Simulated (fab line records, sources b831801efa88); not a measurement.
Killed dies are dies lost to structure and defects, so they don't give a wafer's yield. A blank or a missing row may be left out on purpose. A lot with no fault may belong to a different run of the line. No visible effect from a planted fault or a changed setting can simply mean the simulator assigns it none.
A struck lot beside a sound one | flow sky130 | 22 out of 708 route steps
Sound: the wafers L750.1, L750.4, L750.5. Struck: wafers L760.1, L760.3, L760.6. Last of all comes the cause.
Order at every step that has rows: each side's tool, ch and its chambers, its first start. Under that, the readings that differ: sound wafers | struck wafers | difference of the means | sigmas: that difference in standard deviations of wafers without a fault.
alike: a reading whose means differ by less than 2 such deviations, as well as words and numbers matching on both sides. not compared: withheld readings; readings where some wafer has no value; bounds like >300 that might hide an equal value; numbers whose values overlap and for which the record gives no deviation.
The two part at a step that has a row with sigmas, a row that says differs or no value, or rows on one side only. Non-overlapping numbers with no deviation appear without sigmas and do not part them. A reading that every wafer of one side lacks parts them only if that side has two wafers or more.

SKY_SD_N_RTA_14: time 2 s.
  sound on rtpAnneal-02 ch 0, day 29 19:20; struck on rtpAnneal-02 ch 0, day 33 03:02
  alike: lampPowerPct, wafer_temp_C_max
SKY_SD_N_RS_MEAS_16: the measuring method here is four-point-probe.
  sound on filmMetro-02 at day 29 19:31; struck on filmMetro-03 at day 33 03:13
  alike: SD_N_RS
SKY_SD_N_RS_MEAS_17: the measuring method here is four-point-probe.
  sound on filmMetro-02 at day 29 19:38; struck on filmMetro-03 at day 33 03:20
  alike: SD_P_RS
SKY_SD_N_RS_MEAS_18: the measuring method here is four-point-probe.
  sound on filmMetro-02 at day 29 19:45; struck on filmMetro-03 at day 33 03:27
  alike: RES_XHIGH_RS
then, 2 steps without rows for these wafers: SKY_SALICIDE_CLEAN_00 (cleans in HF-last, time 30 s); SKY_LI_CONTACT_HDPCVD_00 (deposits PSG, target thk 930 nm, time 155 s).
SKY_LI_CONTACT_THK_MEAS_01:
  sound on filmMetro-03 at day 29 19:59; struck on filmMetro-04 at day 33 03:41
reading                    | sound       | struck      | difference | sigmas
LI_CONTACT_HDPCVD_THK (nm) | 944 947 948 | 921 919 921 | -26        | -3
SKY_LI_CONTACT_CMP_02: polishes PSG.
  sound on cmp-01 ch 0,2,3, day 29 20:06; struck on cmp-02 ch 1,2, day 33 03:45
  alike: motorCurrentA, timeToEndpointS
SKY_LI_CONTACT_BOW_MEAS_03:
  sound on filmMetro-03 at day 29 20:21; struck on filmMetro-03 at day 33 04:03
  alike: LI_CONTACT_BOW
then, 2 steps without rows for these wafers: SKY_LI_CONTACT_DEHYDRATE_04 (time 60 s); SKY_LI_CONTACT_HMDS_05 (prime time 60 s).
SKY_LI_CONTACT_COAT_06: resist thk 60 nm.
  sound on lithoTrack-03 ch 0, day 30 10:22; struck on lithoTrack-01 ch 0, day 33 17:23
  not compared: chillPlateTempC
then, 5 steps without rows for these wafers: SKY_LI_CONTACT_COAT_07 (resist thk 450 nm); SKY_LI_CONTACT_SOFTBAKE_08 (time 90 s); SKY_LI_CONTACT_EXPOSE_09 (exposes mask LICM1, target cd 170 nm); SKY_LI_CONTACT_PEB_10; SKY_LI_CONTACT_DEVELOP_11 (develop time 60 s).
SKY_LI_CONTACT_CD_MEAS_12: target cd 170 nm.
  sound on cdSem-02 at day 31 00:20; struck on cdSem-02 at day 34 06:41
  alike: cdNm
SKY_LI_CONTACT_OVL_MEAS_13:
  sound on overlay-02 at day 31 00:28; struck on overlay-02 at day 34 06:49
  alike: LI_CONTACT_OVL
SKY_LI_CONTACT_ETCH_14: etches BARC in N2/H2, stops on SiO2, time 45.9 s, target depth 60 nm.
  sound on rieDiel-04 ch 0,1,2, day 31 00:30; struck on rieDiel-04 ch 2,3, day 34 06:51
reading                 | sound             | struck            | difference | sigmas
oesProductAu (a.u.)     | 0.858 0.854 0.859 | 0.896 0.888 0.892 | +0.035     | +8
model.etch.depthNm (nm) | 60 59.9 60.11     | 64.66 64.5 64.72  | +4.62      | 
  alike: drypumpMotorCurrentA, throttleValvePct
  not compared: rfHoursCounterH
SKY_LI_CONTACT_ETCH_15: etches PSG in C4F8/O2/Ar, stops on Si, target depth 600 nm.
  sound on rieDiel-04 ch 0,1,2, day 31 00:32; struck on rieDiel-04 ch 2,3, day 34 06:53
  alike: oesProductAu
-- the record jumps here: 15 days lie between the struck wafers' starts before and after (it left off in module LI_CONTACT and takes up again in module PAD_OPEN, whose first step shown is number 708 of the route) --
SKY_PAD_OPEN_PROBE_99:
  rows exist in the record for the struck wafers here (prober-01, day 49 15:13), but not for the sound ones

WHERE THEY PART
First at SKY_LI_CONTACT_THK_MEAS_01; last, within this record, at SKY_PAD_OPEN_PROBE_99.

WHY: whatever the simulator had introduced
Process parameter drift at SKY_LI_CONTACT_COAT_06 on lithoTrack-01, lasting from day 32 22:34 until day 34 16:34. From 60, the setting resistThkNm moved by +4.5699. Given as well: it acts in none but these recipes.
